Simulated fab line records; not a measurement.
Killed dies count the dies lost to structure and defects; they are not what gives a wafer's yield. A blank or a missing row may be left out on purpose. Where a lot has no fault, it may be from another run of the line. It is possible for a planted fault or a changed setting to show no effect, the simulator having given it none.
fab line records ; flow gf180mcu ; part 2 of 2: steps 28 to 36 of 36
[record] lots = 5; wafers = 15; lastDay = 34
route steps=602 shown M3@417 V3@429
lots with no fault: from the same line, run without faults
startH: hours from the record's opening day to when the first of the lot's shown wafers began ; waitH: hours elapsed since this lot's preceding step ; " same as the row above ; L1.1+2: a row that stands for several wafers ; - no value present, or no start provided ; * or withheld: withheld ; < > ~ a bound
route shown NAME@n: NAME is a module with steps in the file, n the number in the route of the first one ; usual: mean and standard deviation over wafers with no fault ; same: alike in all rows ; chamber/n: place in a boat ; sites: per-site readings ; _std_site: how widely they spread, as a standard deviation ; _edge_site: outer sites' mean less inner sites' ; radiusMm: how far each site lies from the wafer's centre ; mask NAME#n: copy n ; behind: the last tool/chamber to shape the wafer ; hold: reason for holding the lot/hours on hold/outcome of the hold ; device: the transistor (n, p or np) that didn't switch ; end of line: tests run on the same wafers once the route is complete ; a step without rows: its recipe alone ; killed: the dies lost at the first sort to structure and to defects; this is not the yield of the wafer ; map: a wafer's dies, x killed, . not, _ none there
set.NAME: setting as actually run; set.NAME@STEP: the setting as run at that earlier step ; model.NAME: the simulator's own value behind a step, which no gauge read
a table for each step, a row for each wafer; lots at some steps of the route
services: a tool's chamber out of use, with start hour (startH, from the record's first day; less than 0 if before it), hours out, and reason
[[steps]]
[step GF_V3_OVL_MEAS_15]
[usual] V3_OVL = 4/5.6
lot.wafer;tool;chamber;startH;waitH;V3_OVL[nm]
L081.3;overlay-02;-;591.03;0.1;10
L081.4;overlay-02;-;591.03;0.1;11
L081.6;overlay-02;-;591.03;0.1;14
L084.2;overlay-02;-;597.56;0.1;6
L084.4;overlay-02;-;597.56;0.1;9
L084.6;overlay-02;-;597.56;0.1;5
L095.1;overlay-01;-;670.71;0.1;-9
L095.5;overlay-01;-;670.71;0.1;-8
L095.6;overlay-01;-;670.71;0.1;-3
L096.1;overlay-02;-;678.37;0.1;3
L096.4;overlay-02;-;678.37;0.1;2
L096.5;overlay-02;-;678.37;0.1;3
L097.1;overlay-02;-;682.06;0.1;8
L097.2;overlay-02;-;682.06;0.1;9
L097.3;overlay-02;-;682.06;0.1;10
[step GF_V3_ETCH_16]
[recipe] chemistry = N2/H2; targetDepthA = withheld; overetchA = withheld; timeS = withheld; target = BARC; ionEnergyEv = 200; sourceW = 500; biasW = 100; pressureMtorr = 30; n2FlowSccm = 100; h2FlowSccm = 200
[usual] drypumpMotorCurrentA = 5.5/0.38; h2FlowSccm = 200.0/0.62; n2FlowSccm = 99.99/0.28; oesProductAu = 0.854/0.005; throttleValvePct = 13.225/0.0092
lot.wafer;tool;chamber;startH;waitH;drypumpMotorCurrentA;h2FlowSccm;n2FlowSccm;oesProductAu;throttleValvePct
L081.3;rieDiel-04;1;591.05;0.0;5.3;200.3;100.12;0.852;13.213
L081.4;rieDiel-04;1;591.05;0.0;5.3;199.8;100.38;0.853;13.216
L081.6;rieDiel-04;3;591.05;0.0;5.7;200.5;99.87;0.853;13.228
L084.2;rieDiel-01;2;597.59;0.0;5.5;200.6;100.10;0.857;13.232
L084.4;rieDiel-01;3;597.59;0.0;6.2;199.1;100.21;0.856;13.220
L084.6;rieDiel-01;2;597.59;0.0;5.5;201.5;100.12;0.852;13.213
L095.1;rieDiel-04;1;670.75;0.0;5.3;199.2;100.28;0.860;13.224
L095.5;rieDiel-04;1;670.75;0.0;5.3;198.8;100.35;0.854;13.221
L095.6;rieDiel-04;2;670.75;0.0;5.2;199.0;99.92;0.861;13.213
L096.1;rieDiel-04;3;678.41;0.0;5.7;200.4;100.00;0.856;13.246
L096.4;rieDiel-04;1;678.41;0.0;5.2;199.5;99.91;0.856;13.222
L096.5;rieDiel-04;3;678.41;0.0;5.6;200.6;99.94;0.849;13.226
L097.1;rieDiel-03;0;682.10;0.0;5.9;200.2;99.34;0.850;13.218
L097.2;rieDiel-03;3;682.10;0.0;5.7;199.8;99.87;0.848;13.225
L097.3;rieDiel-03;2;682.10;0.0;5.3;200.5;99.89;0.856;13.219
[step GF_V3_ETCH_17]
[recipe] chemistry = C4F8/O2/Ar; maskMaterial = KrF; target = SiO2; stopOn = TiN; sourceW = 1500; biasW = 1200; pressureMtorr = 40; c4f8FlowSccm = withheld; O2_flow_sccm = 6; Ar_flow_sccm = 300; timeS = withheld; targetDepthA = 6350
[usual] oesProductAu = 0.856/0.0049
lot.wafer;tool;chamber;startH;waitH;oesProductAu
L081.3;rieDiel-04;1;-;-;0.858
L081.4;rieDiel-04;1;-;-;0.855
L081.6;rieDiel-04;3;-;-;0.853
L084.2;rieDiel-01;2;-;-;0.859
L084.4;rieDiel-01;3;-;-;0.860
L084.6;rieDiel-01;2;-;-;0.863
L095.1;rieDiel-04;1;-;-;0.853
L095.5;rieDiel-04;1;-;-;0.855
L095.6;rieDiel-04;2;-;-;0.861
L096.1;rieDiel-04;3;-;-;0.849
L096.4;rieDiel-04;1;-;-;0.854
L096.5;rieDiel-04;3;-;-;0.862
L097.1;rieDiel-03;0;-;-;0.859
L097.2;rieDiel-03;3;-;-;0.862
L097.3;rieDiel-03;2;-;-;0.856
[step GF_V3_STRIP_18]
[recipe] chemistry = O2/N2; powerW = 1400; pressureMtorr = 1500; platenTempC = 250; o2FlowSccm = 3000; n2FlowSccm = 300; overashFraction = 0.5
[usual] drypumpMotorCurrentA = 5.9/0.45; heaterPowerW = 326/41; n2FlowSccm = 300.1/0.88; o2FlowSccm = 2998/9.3; oesProductAu = 0.593/0.0048
lot.wafer;tool;chamber;startH;waitH;drypumpMotorCurrentA;heaterPowerW;n2FlowSccm;o2FlowSccm;oesProductAu;rfHoursCounterH
L081.3;plasmaAsher-03;0;591.21;-;6.5;293;300.7;3005;0.598;-
L081.4;plasmaAsher-03;1;591.21;-;6.2;299;301.6;2980;0.597;-
L081.6;plasmaAsher-03;0;591.21;-;6.5;295;299.8;3013;0.592;-
L084.2;plasmaAsher-04;0;597.72;-;5.4;401;300.2;2997;0.586;83
L084.4;plasmaAsher-04;1;597.72;-;6.3;306;300.0;3003;0.586;-
L084.6;plasmaAsher-04;1;597.72;-;6.3;316;300.2;3007;0.590;-
L095.1;plasmaAsher-02;1;670.88;-;5.3;311;299.9;2994;0.594;26
L095.5;plasmaAsher-02;1;670.88;-;5.3;317;299.4;2994;0.591;-
L095.6;plasmaAsher-02;0;670.88;-;5.5;307;298.9;2993;0.598;-
L096.1;plasmaAsher-02;0;678.54;-;5.6;307;300.0;2993;0.601;27
L096.4;plasmaAsher-02;0;678.54;-;5.5;302;300.4;2998;0.601;-
L096.5;plasmaAsher-02;0;678.54;-;5.6;314;300.7;2997;0.597;-
L097.1;plasmaAsher-04;1;682.23;-;6.2;308;301.5;3006;0.600;92
L097.2;plasmaAsher-04;0;682.23;-;5.5;405;298.7;2992;0.585;92
L097.3;plasmaAsher-04;1;682.23;-;6.2;302;300.5;3007;0.588;-
[step GF_V3_STRIP_19]
[recipe] chemistry = postEtchResidueRemover; timeS = 1200; tempC = 72.5
lot.wafer;tool;chamber;startH;waitH
L081.3+4+6;wetBench-01;2;591.28;0.0
L084.2+4+6;wetBench-03;0;597.82;0.1
L095.1+5+6;wetBench-02;2;670.98;0.1
L096.1+4+5;wetBench-02;0;678.64;0.1
L097.1+2+3;wetBench-02;3;682.33;0.1
[step GF_V3_CLEAN_20]
[recipe] chemistry = DIW; dry = n2Spin
lot.wafer;tool;chamber;startH;waitH
L081.3+4+6;wetBench-03;0;591.62;0.0
L084.2+4+6;wetBench-01;1;598.19;0.0
L095.1+5+6;wetBench-03;2;671.32;0.0
L096.1+4+5;wetBench-02;2;679.01;0.0
L097.1+2+3;wetBench-03;0;682.70;0.0
[step GF_V3_SPUTTER_21]
[recipe] material = Ti; targetThkNm = 15; chamberPressurePa = 5; powerW = 2500; substrateTempC = 200; timeS = 80.02
[usual] throttleValvePct = 30.0/1.1
lot.wafer;tool;chamber;startH;waitH;throttleValvePct
L081.3;pvdSputter-03;-;591.71;0.0;29.3
L081.4;pvdSputter-03;-;591.71;0.0;29.2
L081.6;pvdSputter-03;-;591.71;0.0;29.0
L084.2;pvdSputter-02;-;598.38;0.0;30.0
L084.4;pvdSputter-02;-;598.38;0.0;31.2
L084.6;pvdSputter-02;-;598.38;0.0;28.8
L095.1;pvdSputter-04;-;671.41;0.0;31.1
L095.5;pvdSputter-04;-;671.41;0.0;31.3
L095.6;pvdSputter-04;-;671.41;0.0;31.2
L096.1;pvdSputter-02;-;679.11;0.0;30.2
L096.4;pvdSputter-02;-;679.11;0.0;29.2
L096.5;pvdSputter-02;-;679.11;0.0;28.9
L097.1;pvdSputter-03;-;682.79;0.0;29.3
L097.2;pvdSputter-03;-;682.79;0.0;28.5
L097.3;pvdSputter-03;-;682.79;0.0;29.1
[step GF_V3_SPUTTER_22]
[recipe] material = TiN; targetThkNm = 10; chamberPressurePa = 5; powerW = 4000; timeS = 40
[usual] throttleValvePct = 30.0/1.1
lot.wafer;tool;chamber;startH;waitH;throttleValvePct
L081.3;pvdSputter-03;-;591.77;0.0;29.2
L081.4;pvdSputter-03;-;591.77;0.0;28.9
L081.6;pvdSputter-03;-;591.77;0.0;29.1
L084.2;pvdSputter-02;-;598.44;0.0;30.3
L084.4;pvdSputter-02;-;598.44;0.0;31.4
L084.6;pvdSputter-02;-;598.44;0.0;28.7
L095.1;pvdSputter-04;-;671.47;0.0;31.1
L095.5;pvdSputter-04;-;671.47;0.0;31.1
L095.6;pvdSputter-04;-;671.47;0.0;31.2
L096.1;pvdSputter-02;-;679.17;0.0;29.9
L096.4;pvdSputter-02;-;679.17;0.0;28.9
L096.5;pvdSputter-02;-;679.17;0.0;28.9
L097.1;pvdSputter-03;-;682.85;0.0;29.2
L097.2;pvdSputter-03;-;682.85;0.0;28.4
L097.3;pvdSputter-03;-;682.85;0.0;28.9
[step GF_V3_CVD_23]
[recipe] material = W; targetThkNm = 350; timeS = 104.9; tempC = 400; pressureTorr = 40
[usual] heaterPowerW = 817/110
lot.wafer;tool;chamber;startH;waitH;heaterPowerW
L081.3;cvdW-02;0;591.85;0.1;729
L081.4;cvdW-02;1;591.85;0.1;898
L081.6;cvdW-02;1;591.85;0.1;904
L084.2;cvdW-01;1;598.48;0.0;966
L084.4;cvdW-01;0;598.48;0.0;705
L084.6;cvdW-01;0;598.48;0.0;701
L095.1;cvdW-01;1;671.51;0.0;941
L095.5;cvdW-01;0;671.51;0.0;697
L095.6;cvdW-01;1;671.51;0.0;926
L096.1;cvdW-01;0;679.21;0.0;733
L096.4;cvdW-01;0;679.21;0.0;701
L096.5;cvdW-01;1;679.21;0.0;956
L097.1;cvdW-01;1;682.89;0.0;958
L097.2;cvdW-01;0;682.89;0.0;709
L097.3;cvdW-01;1;682.89;0.0;953
[[services]]
tool;chamber;startH;hours;kind
pvdSputter-02;-;535.58;4.0;repair
wetBench-03;-;538.59;1.0;repair
krfScanner-02;-;538.97;0.3;repair
pvdSputter-03;-;540.14;2.9;repair
krfScanner-02;-;543.49;0.8;pm
krfScanner-01;-;544.24;1.3;pm
krfScanner-02;-;545.54;1.3;pm
krfScanner-02;-;548.62;0.8;repair
hdpcvd-02;-;554.25;28.1;pm
krfScanner-01;-;557.19;1.7;repair
cmp-02;-;577.35;4.4;repair
plasmaAsher-02;-;579.02;7.9;repair
rieDiel-04;2;579.59;4.5;repair
rieDiel-04;3;582.53;6.8;repair
krfScanner-02;-;598.08;0.8;pm
krfScanner-02;-;610.93;1.0;pm
krfScanner-02;-;613.33;8.6;repair
cmp-02;-;625.60;4.6;repair
cmp-02;-;639.51;4.0;pm
pvdSputter-02;-;648.71;3.1;repair
pvdSputter-03;-;662.97;13.3;repair
pvdSputter-03;-;664.13;0.7;repair
pvdSputter-02;-;667.51;2.9;repair
cmp-02;-;677.40;8.7;pm
